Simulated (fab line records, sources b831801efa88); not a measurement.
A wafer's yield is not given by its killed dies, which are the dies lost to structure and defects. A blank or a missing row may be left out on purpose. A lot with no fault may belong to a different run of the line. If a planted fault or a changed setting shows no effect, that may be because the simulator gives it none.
Chamber matching | flow gf180mcu | 4 sister chambers for GF_V1_CMP_26 on cmp-02
The step polishes, stops on SiO2, t overpolish 15 s, target thk 0 nm. 4 wafers are shown with their chamber, then 8 later ones without.

== WAFERS PAIRED WITH THEIR CHAMBERS ==
wafer  | chamber | motor-current-A (A)
L081.2 | 2       | 11.7
L088.1 | 1       | 11.5
L088.4 | 0       | 8.4
L089.2 | 3       | 12.0

== WAFERS WITH NO CHAMBER GIVEN ==
wafer  | motor-current-A (A)
L089.3 | 12.0
L089.4 | 12.0
L090.1 | 10.7
L090.2 | 11.8
L090.3 | 11.7
L094.1 | 11.0
L094.4 | 11.7
L094.5 | 8.9

== CHAMBER TAKEN BY EACH ==
wafer  | from the rows above          | in truth
L089.3 | can't be placed: 3 or 2 or 1 | 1
L089.4 | can't be placed: 3 or 2 or 1 | 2
L090.1 | can't be placed: 1 or 2 or 3 | 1
L090.2 | can't be placed: 2 or 3 or 1 | 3
L090.3 | can't be placed: 2 or 1 or 3 | 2
L094.1 | can't be placed: 1 or 2 or 3 | 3
L094.4 | can't be placed: 2 or 1 or 3 | 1
L094.5 | 0                            | 0
Correct placement for 1 of the 8. Can't be placed from these rows: 7 (the true chamber is among the candidates in 7). 0 placed wrongly.
How it was worked out, from the rows above alone: a wafer's distance from a chamber is the root of the sum, over the readings, of the square of ((its reading less the chamber's mean) divided by the reading's scatter). If the next closest chamber is less than 2 further off than the closest, the wafer can't be placed; otherwise it belongs to the closest. For every chamber, the mean is computed from those of its wafers that are shown. The scatter (one wafer shown for each chamber): square how far every hidden wafer sits from the nearest shown wafer, average those squares and take the square root.
